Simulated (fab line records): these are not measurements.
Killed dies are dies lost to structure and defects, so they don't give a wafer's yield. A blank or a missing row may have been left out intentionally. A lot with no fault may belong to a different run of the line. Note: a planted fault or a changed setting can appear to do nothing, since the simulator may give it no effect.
Struck lot and sound lot, side by side || flow sky130 || 16 out of 708 route steps
Sound: these wafers, L584.1, L584.2, L584.3. Wafers L598.3, L598.5, L598.6 were the ones struck. The cause is named last.
Each step with rows lists, per side, the tool, then ch with its chambers, then its first start. Under that, the readings that differ: sound wafers || struck wafers || difference of the means || sigmas: that difference in standard deviations of wafers without a fault.
alike: same words and numbers on both sides, and readings whose means sit less than 2 such deviations apart. not compared: any withheld reading, any reading some wafer has no value for, any bound like >300 that may hide the same value, and any number with overlapping values for which the record gives no deviation.
The two part at a step that has a row with sigmas, a row that says differs or no value, or rows on one side only. When numbers do not overlap yet have no deviation, they are printed without sigmas and do not part them. Lack of a reading on every wafer of one side parts them only where that side has two or more wafers.

SKY_VIA1_BOW_MEAS_03:
  sound on filmMetro-04, day 34 10:31; struck on filmMetro-03, day 38 13:18
  alike: VIA1_BOW
then, 8 steps without rows for these wafers: SKY_VIA1_DEHYDRATE_04 (time 60 s); SKY_VIA1_HMDS_05 (prime time 60 s); SKY_VIA1_COAT_06 (resist thk 60 nm); SKY_VIA1_COAT_07 (resist thk 450 nm); SKY_VIA1_SOFTBAKE_08 (time 90 s); SKY_VIA1_EXPOSE_09 (exposes mask VIM, target cd 150 nm); SKY_VIA1_PEB_10; SKY_VIA1_DEVELOP_11 (develop time 60 s).
SKY_VIA1_CD_MEAS_12: target cd 150 nm.
  sound on cdSem-01, day 35 12:04; struck on cdSem-02, day 39 14:12
  alike: cdNm
SKY_VIA1_OVL_MEAS_13:
  sound on overlay-02, day 35 12:11; struck on overlay-01, day 39 14:18
  alike: VIA1_OVL
SKY_VIA1_ETCH_14: etches BARC in N2/H2, stops on SiO2, time 45.9 s, target depth 60 nm.
  sound on rieDiel-01 ch 0,2,3, day 35 12:13; struck on rieDiel-01 ch 0,2,3, day 39 14:19
  alike: biasW, chamberPressureMTorr, drypumpMotorCurrentA, oesProductAu, throttleValvePct
  not compared: rfHoursCounterH
SKY_VIA1_ETCH_15: etches SiO2 in C4F8/O2/Ar, stops on TiN, target depth 351 nm, time 54 s.
  sound on rieDiel-01 ch 0,2,3, day 35 12:16; struck on rieDiel-01 ch 0,2,3, day 39 14:22
  no value came back on the struck wafers for biasW (W), chamberPressureMTorr (mTorr), oesProductAu (a.u.), rfHoursCounterH (h); on the sound wafers biasW (W) reads 1199 1200 1198
{"reading": "model.KrF-thick_of_VIA1_COAT_07.thkNm (nm)", "sound": "323.5 322.3 321", "struck": "391.1 389.1 389.5", "difference": "+67.6", "sigmas": ""}
SKY_VIA1_STRIP_16: strips in O2/N2.
  sound on plasmaAsher-03 ch 0,1, day 35 12:19; struck on plasmaAsher-04 ch 0,1, day 39 14:26
{"reading": "oesProductAu (a.u.)", "sound": "0.414 0.410 0.417", "struck": "0.451 0.446 0.445", "difference": "+0.034", "sigmas": "+7"}
{"reading": "stripTimeToEndpointS (s)", "sound": "4.481 4.451 4.442", "struck": "5.176 5.148 5.153", "difference": "+0.701", "sigmas": "+29"}
  alike: drypumpMotorCurrentA
  not compared: rfHoursCounterH
then, 1 step without rows for these wafers: SKY_VIA1_STRIP_17 (strips in post etch residue remover, time 1200 s).
-- the record jumps here: 10 days lie between the struck wafers' starts before and after (it left off in module VIA1 and takes up again in module PAD_OPEN, whose first step shown is number 708 of the route) --
SKY_PAD_OPEN_PROBE_99:
  sound on prober-01, day 46 23:51; struck on prober-02, day 49 22:23
{"reading": "defectLimitedYield (%)", "sound": "82.7 82.5 82.3", "struck": "0 0 0", "difference": -82, "sigmas": -49}
{"reading": "killed_at_M0_to_M3", "sound": "39 55 50", "struck": "440 451 452", "difference": "+400", "sigmas": "+62"}
{"reading": "killedDies", "sound": "85 86 87", "struck": "492 492 492", "difference": "+406", "sigmas": "+47"}
{"reading": "killedOnRim", "sound": "25 18 20", "struck": "96 96 96", "difference": "+75", "sigmas": "+21"}
{"reading": "sort_bin_5_function (%)", "sound": "11.8 9.8 11.4", "struck": "92.5 94.7 92.1", "difference": "+82.1", "sigmas": "+55"}
{"reading": "sortNPass", "sound": "407 406 405", "struck": "0 0 0", "difference": -406, "sigmas": -47}
{"reading": "sortYieldPct (%)", "sound": "82.7 82.5 82.3", "struck": "0 0 0", "difference": -82, "sigmas": -49}
  alike: killed_at_M4_up, killedAtContacts, killedAtFrontEnd, killedAtOther, killedOpen, killedShort, sort_bin_3_pad_short, sort_bin_6_memory

== WHERE THEY PART ==
At SKY_VIA1_ETCH_15 first; at SKY_PAD_OPEN_PROBE_99 last (within this record only).

WHY: whatever the simulator had introduced
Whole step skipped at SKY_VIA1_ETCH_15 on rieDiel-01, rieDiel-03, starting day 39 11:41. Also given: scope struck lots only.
